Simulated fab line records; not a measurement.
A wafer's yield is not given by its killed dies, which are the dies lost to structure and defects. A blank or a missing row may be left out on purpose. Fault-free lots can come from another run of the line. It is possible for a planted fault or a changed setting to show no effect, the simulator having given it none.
Chamber matching -- flow sfqLine -- 4 sister chambers for SFQ_TRILAYER_I1_CMP_CMP_046 on cmp-02
The step polishes SiO2. 16 wafers are shown with their chamber, then 8 later ones without.

## WAFERS PAIRED WITH THEIR CHAMBERS
wafer,chamber,motorCurrentA (A),slurryFilterDpKPa (kPa),timeToEndpointS (s)
L925.3,1,10.3,13.62,221
L925.1,0,11.1,13.32,221
L925.4,3,8.1,13.36,214
L927.1,2,11.6,13.43,218
L927.4,3,8.9,13.53,223
L927.2,1,10.5,13.46,226
L930.4,2,12.5,13.58,230
L930.5,1,10.0,13.63,227
L930.6,0,10.9,13.55,218
L932.2,1,10.7,13.81,213
L932.3,2,11.7,13.28,216
L932.6,2,12.1,13.72,224
L935.2,0,9.9,13.53,211
L935.3,3,8.6,13.38,200
L935.6,1,10.6,13.59,216
L936.2,1,10.3,13.59,205

SIGNATURES (means of the wafers above)
reading,chamber 0,chamber 1,chamber 2,chamber 3,scatter within a chamber
motorCurrentA,10.633,10.400,11.975,8.533,0.406
slurryFilterDpKPa,13.4667,13.6167,13.5025,13.4233,0.136
timeToEndpointS,216.67,218.00,222.00,212.33,8.13
Rule: for each reading, subtract the chamber's mean from the wafer's reading, divide by that reading's scatter and square the result; add these up over the readings and take the root, which gives the wafer's distance from the chamber. The wafer belongs to the nearest chamber; if the next one is less than 2 further off, it can't be placed. The scatter: take each reading less its chamber's mean, square it, sum over the shown wafers, divide by the number of wafers less the number of chambers, and take the root.

## WAFERS WITHOUT THEIR CHAMBER
wafer,motorCurrentA (A),slurryFilterDpKPa (kPa),timeToEndpointS (s)
L936.3,12.1,13.44,205
L936.6,8.8,13.41,208
L943.1,8.4,13.40,208
L943.5,10.3,13.18,224
L943.6,10.7,13.85,218
L944.2,8.4,13.45,199
L944.1,10.9,13.62,207
L944.6,8.9,13.67,206

## WHICH CHAMBER EACH WENT THROUGH
wafer,from the rows above,in truth
L936.3,can't be placed: 2 or 0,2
L936.6,3,3
L943.1,3,3
L943.5,can't be placed: 0 or 1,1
L943.6,can't be placed: 1 or 0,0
L944.2,3,3
L944.1,can't be placed: 0 or 1 or 2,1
L944.6,can't be placed: 3 or 1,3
Placed correctly: 3 of 8. Can't be placed from these rows: 5 (the true chamber is among the candidates in 5). Number placed wrongly: 0.
